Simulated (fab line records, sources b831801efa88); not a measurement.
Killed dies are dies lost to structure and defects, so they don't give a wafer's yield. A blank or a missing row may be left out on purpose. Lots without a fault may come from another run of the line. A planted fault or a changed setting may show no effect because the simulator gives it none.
A struck lot beside a sound one | flow sky130 | 24 steps out of a route of 708
Sound: wafers L377.3, L377.4, L377.6. Struck: wafers L382.1, L382.4, L382.5. The cause comes at the end.
At each step with rows: each side's tool, then ch and its chambers, then its first start. Under that, the readings that differ: sound wafers | struck wafers | difference of the means | sigmas: that difference in standard deviations of wafers without a fault.
alike: readings whose means differ by less than 2 such deviations, and words and numbers that are the same on both sides. not compared: withheld readings, readings that some wafer has no value for, bounds like >300 that may hide the same value, and numbers for which the record gives no deviation and whose values overlap.
The two part at a step that has a row with sigmas, a row that says differs or no value, or rows on one side only. Numbers that don't overlap but have no deviation are shown without sigmas and don't part them. A reading that every wafer of one side lacks parts them only if that side has two wafers or more.

first, 6 steps without rows for these wafers: SKY_LDD_HVP_HMDS_01 (prime time 60 s); SKY_LDD_HVP_COAT_02 (resist thk 300 nm); SKY_LDD_HVP_SOFTBAKE_03 (time 60 s); SKY_LDD_HVP_EXPOSE_04 (exposes mask HVPTM, target cd 700 nm); SKY_LDD_HVP_PEB_05; SKY_LDD_HVP_DEVELOP_06 (develop time 60 s).
SKY_LDD_HVP_OVL_MEAS_07:
  sound on overlay-02, day 23 10:34; struck on overlay-01, day 25 01:54
  alike: LDD_HVP_OVL
then, 1 step without rows for these wafers: SKY_LDD_HVP_IMPLANT_08.
SKY_LDD_HVP_STRIP_09: strips in O2/N2.
  sound on plasma_asher-02 ch 0,1, day 23 10:46; struck on plasma_asher-01 ch 0, day 25 02:05
  reading                     | sound       | struck      | difference | sigmas
  drypump_motor_current_A (A) | 6.1 5.3 6.1 | 5.1 5.1 5.1 | -0.7       | -2
  alike: oes_product_au, strip_time_to_endpoint_s
  not compared: rf_hours_counter_h
SKY_LDD_HVP_TW_MEAS_10:
  sound on film_metro-02, day 23 10:52; struck on film_metro-03, day 25 02:11
  alike: LDD_HVP_TW
then, 2 steps without rows for these wafers: SKY_LDD_LDN_DEHYDRATE_00 (time 60 s); SKY_LDD_LDN_HMDS_01 (prime time 60 s).
SKY_LDD_LDN_COAT_02: resist thk 1140 nm.
  sound on litho_track-03 ch 0, day 24 01:16; struck on litho_track-03 ch 0, day 25 16:46
  reading                                      | sound          | struck            | difference | sigmas
  model.NOVOLAK_of_LDD_LDN_COAT_02.thk_nm (nm) | 1139 1141 1141 | 333.6 332.7 332.9 | -807.3     |
then, 3 steps without rows for these wafers: SKY_LDD_LDN_SOFTBAKE_03 (time 60 s); SKY_LDD_LDN_EXPOSE_04 (exposes mask LDNTM, target cd 700 nm); SKY_LDD_LDN_PEB_05.
SKY_LDD_LDN_DEVELOP_06: develop time 60 s.
  sound on litho_track-03 ch 0, day 24 15:37; struck on litho_track-03 ch 0, day 26 07:07
  reading                                      | sound          | struck            | difference | sigmas
  model.NOVOLAK_of_LDD_LDN_COAT_02.thk_nm (nm) | 1139 1141 1140 | 333.2 332.3 332.5 | -807.3     |
SKY_LDD_LDN_OVL_MEAS_07:
  sound on overlay-01, day 24 15:44; struck on overlay-02, day 26 07:16
  alike: LDD_LDN_OVL
then, 4 steps without rows for these wafers: SKY_LDD_LDN_IMPLANT_08; SKY_LDD_LDN_IMPLANT_09; SKY_LDD_LDN_IMPLANT_10; SKY_LDD_LDN_IMPLANT_11.
SKY_LDD_LDN_STRIP_12: strips in O2/N2.
  sound on plasma_asher-04 ch 0,1, day 24 16:23; struck on plasma_asher-03 ch 0,1, day 26 07:55
  reading                      | sound             | struck            | difference | sigmas
  oes_product_au (a.u.)        | 0.717 0.720 0.713 | 0.423 0.429 0.427 | -0.290     | -62
  strip_time_to_endpoint_s (s) | 14.17 14.18 14.17 | 4.57 4.57 4.56    | -9.61      | -99 or more
  alike: drypump_motor_current_A
  not compared: rf_hours_counter_h
SKY_LDD_LDN_TW_MEAS_13:
  sound on film_metro-03, day 24 16:29; struck on film_metro-01, day 26 08:01
  alike: LDD_LDN_TW

WHERE THEY PART
First at SKY_LDD_HVP_STRIP_09; last, within this record, at SKY_LDD_LDN_STRIP_12. Later steps at which nothing parts them and some readings are alike: SKY_LDD_LDN_TW_MEAS_13.

WHY: what the simulator had put in
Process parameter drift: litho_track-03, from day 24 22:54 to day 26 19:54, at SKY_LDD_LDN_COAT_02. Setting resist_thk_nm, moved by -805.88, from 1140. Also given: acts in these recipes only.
